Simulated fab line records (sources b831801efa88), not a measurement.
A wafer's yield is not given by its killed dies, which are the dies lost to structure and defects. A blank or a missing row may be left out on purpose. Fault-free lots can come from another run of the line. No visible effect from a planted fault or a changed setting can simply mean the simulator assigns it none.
Struck lot and sound lot, side by side -- flow sky130 -- 15 steps out of a route of 708
Sound: the wafers L578.1, L578.5, L578.6. Wafers L588.1, L588.2, L588.6 were the ones struck. At the end, the cause is stated.
Per side, at each step with rows, come the tool, then ch with its chambers, and then its first start. Under that, the readings that differ: sound wafers -- struck wafers -- difference of the means -- sigmas: that difference in standard deviations of wafers without a fault.
alike: a reading whose means differ by less than 2 such deviations, as well as words and numbers matching on both sides. not compared: withheld readings; readings where some wafer has no value; bounds like >300 that might hide an equal value; numbers whose values overlap and for which the record gives no deviation.
A row with sigmas, a row that says differs or no value, or rows on one side alone: a step with any of these is where the two part. When numbers do not overlap yet have no deviation, they are printed without sigmas and do not part them. A reading missing from all wafers of one side parts the sides only when that side holds two or more wafers.

SKY_LI_CONTACT_THK_MEAS_23: measures by xrf.
  sound on film_metro-01 at day 29 16:46; struck on film_metro-03 at day 32 22:32
  alike: LI_CONTACT_W_THK
SKY_LI_CONTACT_CMP_24: polishes, stops on PSG, t overpolish 20 s, target thk 0 nm.
  sound on cmp-02 ch 0,1,3, day 29 16:58; struck on cmp-02 ch 1,3, day 32 22:35
  alike: motor_current_A, overpolish_run_s, time_to_endpoint_s
SKY_LOCAL_INTERCONNECT_SPUTTER_00: material TiN, target thk 100 nm, time 83.3 s.
  sound on pvd_sputter-02 at day 29 17:07; struck on pvd_sputter-04 at day 32 22:53
  alike: throttle_valve_pct
SKY_LOCAL_INTERCONNECT_RS_MEAS_01: measures by four-point-probe.
  sound on film_metro-03 at day 29 17:11; struck on film_metro-02 at day 32 22:57
  alike: LOCAL_INTERCONNECT_TIN_RS
SKY_LOCAL_INTERCONNECT_THK_MEAS_02: measures by xrf.
  sound on film_metro-03 at day 29 17:18; struck on film_metro-02 at day 32 23:04
  alike: LOCAL_INTERCONNECT_TIN_THK
then, 7 steps without rows for these wafers: SKY_LOCAL_INTERCONNECT_DEHYDRATE_03 (time 60 s); SKY_LOCAL_INTERCONNECT_HMDS_04 (prime time 60 s); SKY_LOCAL_INTERCONNECT_COAT_05 (resist thk 60 nm); SKY_LOCAL_INTERCONNECT_COAT_06 (resist thk 450 nm); SKY_LOCAL_INTERCONNECT_SOFTBAKE_07 (time 90 s); SKY_LOCAL_INTERCONNECT_EXPOSE_08 (exposes mask LI1M, target cd 170 nm); SKY_LOCAL_INTERCONNECT_PEB_09.
SKY_LOCAL_INTERCONNECT_DEVELOP_10: develop time 60 s.
  sound on litho_track-03 ch 0, day 30 20:00; struck on litho_track-04 ch 0, day 34 02:00
reading,sound,struck,difference,sigmas
developer_temp_C (C),20.90 21.08 20.80,23.16 23.16 23.25,+2.26,+23
  alike: exhaust_pa
SKY_LOCAL_INTERCONNECT_CD_MEAS_11 targets a cd of 170 nm.
  sound on cd_sem-02 at day 30 20:52; struck on cd_sem-01 at day 34 02:24
  alike: cd_nm
-- the record jumps here: 14 days lie between the struck wafers' starts before and after (it left off in module LOCAL_INTERCONNECT and takes up again in module PAD_OPEN, whose first step shown is number 708 of the route) --
SKY_PAD_OPEN_PROBE_99:
  sound on prober-02 at day 46 02:46; struck on prober-02 at day 48 13:29
  alike: killed_at_M0_to_M3, killed_at_M4_up, killed_at_contacts, killed_at_front_end, killed_at_other, killed_dies, killed_on_rim, killed_open, killed_short

== WHERE THEY PART ==
Only at SKY_LOCAL_INTERCONNECT_DEVELOP_10, within this record. Later steps at which nothing parts them and some readings are alike: SKY_LOCAL_INTERCONNECT_CD_MEAS_11, SKY_PAD_OPEN_PROBE_99.

WHY: whatever the simulator had introduced
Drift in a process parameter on litho_track-04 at SKY_LOCAL_INTERCONNECT_DEVELOP_10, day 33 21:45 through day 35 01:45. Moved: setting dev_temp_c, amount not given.
